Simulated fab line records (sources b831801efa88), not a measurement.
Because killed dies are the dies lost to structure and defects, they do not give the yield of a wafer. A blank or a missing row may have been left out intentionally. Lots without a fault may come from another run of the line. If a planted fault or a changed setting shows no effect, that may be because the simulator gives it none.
8D (eight disciplines) problem report, filled in by code :: flow gf180mcu :: the parts of the form that need people (team, actions taken, sign-off) are left out

## 1. THE PROBLEM
bias-w at GF_M4_METAL_ETCH_16 reads a mean of 201.3 W on 7 wafers of 3 lots; wafers without a fault read 140.0 W with a standard deviation of 0.42. That is +99 or more standard deviations from the usual mean.
The step: etches the open film in Cl2/BCl3, stops on SiO2, target depth 627.5 nm, time 104.6 s.
First observed at day 28 23:53: wafer L473.2, on rie-metal-01. The record holds 36 wafers of 12 lots with a number at this step. Rule for "out" (also "out of limits"): further than 4 standard deviations from the usual mean. The other wafers with a number count as sound.

## 2. WHAT THIS IS AND IS NOT
question: which readings at this step
is: bias-w
is not: drypump-motor-current-A, throttle-valve-pct

question: which lots
is: L473, L475, L477
is not: L456, L461, L462, L463, L465, L466, L467, L474, L478

question: which wafers of those lots
is: L473.2, L473.3, L475.3, L475.5, L477.2, L477.4, L477.6
is not: L473.4, L475.2

question: read on which tools
is: rie-metal-01
is not: rie-metal-02, rie-metal-03

question: when
is: from day 28 23:53
is not: up to then (22 sound wafers); but 7 sound wafers of L474, L475, L478 came after

## 3. SUSPECTS, AND WHAT RULES EACH OUT
Counting: any tool at a process step up to the reading remains a suspect provided it ran every lot that is out. Sound lots after the first of them don't rule it out here, since some wafers of a struck lot are sound.
- rie-metal-01 at GF_M4_METAL_ETCH_16 (etches the open film in Cl2/BCl3, stops on SiO2, target depth 627.5 nm, time 104.6 s): kept. Every lot that is out went through it, the first being L473 (day 28 23:53); the last sound lot it ran before that was L467 (day 27 04:55). Its own bias-w readings are out on those wafers.
- Within rie-metal-01 at GF_M4_METAL_ETCH_16: the wafers that are out ran in chamber 0; their sound lot-mates ran in chamber 1.
After counting, what remains is rie-metal-01 at GF_M4_METAL_ETCH_16.

## 4. THE CAUSE (what the simulator had put in)
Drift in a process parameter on rie-metal-01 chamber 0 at GF_M4_METAL_ETCH_16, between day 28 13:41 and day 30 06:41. A move of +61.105 in setting bias-w, from 140. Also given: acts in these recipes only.
After counting, this tool was the only one left.

## 5. SEQUENCE OF EFFECTS, ordered by route
One row per reading whose mean, taken over the struck wafers that have a number, lies over 3 standard deviations from the usual. Only readings for which the record gives a usual standard deviation are gone through. hours: the time from each lot's start at the first step in this table that gives one to its start at this step, as a median over the lots. sigmas: the change in usual standard deviations.
hours: 0
step: GF_M4_METAL_ETCH_16
reading: bias-w
usual: 140.0 W
on struck wafers: 201.3
change: +61.3
sigmas: +99 or more

hours: 0
step: GF_M4_STRIP_17
reading: strip-time-to-endpoint-s
usual: 7.86 s
on struck wafers: 7.63
change: -0.23
sigmas: -5.2
Its process steps:
- GF_M4_METAL_ETCH_16: etches the open film in Cl2/BCl3, stops on SiO2, target depth 627.5 nm, time 104.6 s.
- GF_M4_STRIP_17: strips in O2/N2.

## 6. WHAT WOULD HAVE CAUGHT IT SOONER
In this record no reading fell out of limits until day 28 23:53, 10 hours after the fault had begun at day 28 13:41.
